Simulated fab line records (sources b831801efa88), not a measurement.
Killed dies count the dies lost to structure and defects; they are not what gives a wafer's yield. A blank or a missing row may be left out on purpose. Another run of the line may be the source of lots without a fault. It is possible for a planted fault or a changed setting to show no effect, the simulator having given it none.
Matching of chambers -- flow gf180mcu -- 4 sister chambers for GF_POLY_GATE_ETCH_12 on rieDiel-02
The step etches BARC in N2/H2. 8 wafers are shown with their chamber, then 7 later ones without.

## EACH WAFER AND ITS CHAMBER
wafer,chamber,drypumpMotorCurrentA (A),oesProductAu (a.u.)
L925.1,1,6.0,0.742
L925.5,1,6.0,0.736
L925.6,2,6.2,0.742
L926.2,3,5.6,0.745
L926.5,0,6.1,0.740
L926.6,3,5.6,0.737
L928.1,0,6.1,0.731
L928.5,2,6.3,0.734

## WAFERS WITH NO CHAMBER GIVEN
wafer,drypumpMotorCurrentA (A),oesProductAu (a.u.)
L928.6,5.6,0.732
L938.1,6.1,0.731
L938.2,6.2,0.735
L938.3,6.0,0.731
L940.2,6.1,0.740
L940.3,6.2,0.737
L940.5,6.2,0.732

## CHAMBER TAKEN BY EACH
wafer,from the rows above,in truth
L928.6,3,3
L938.1,0,0
L938.2,can't be placed: 2 or 0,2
L938.3,can't be placed: 1 or 0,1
L940.2,0,0
L940.3,can't be placed: 2 or 0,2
L940.5,can't be placed: 2 or 0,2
Placed correctly: 3 of 7. From these rows, 4 cannot be placed; in 4 the true chamber is one of the candidates. Placed wrongly: 0.
How it was worked out, from the rows above alone: a wafer's distance from a chamber is the root of the sum, over the readings, of the square of ((its reading less the chamber's mean) divided by the reading's scatter). The wafer belongs to the nearest chamber; if the next one is less than 2 further off, it can't be placed. Each chamber's mean is taken over the wafers shown for it. The scatter: the root of (the sum of the squares of (reading less its chamber's mean) over the shown wafers, divided by (wafers less chambers)).
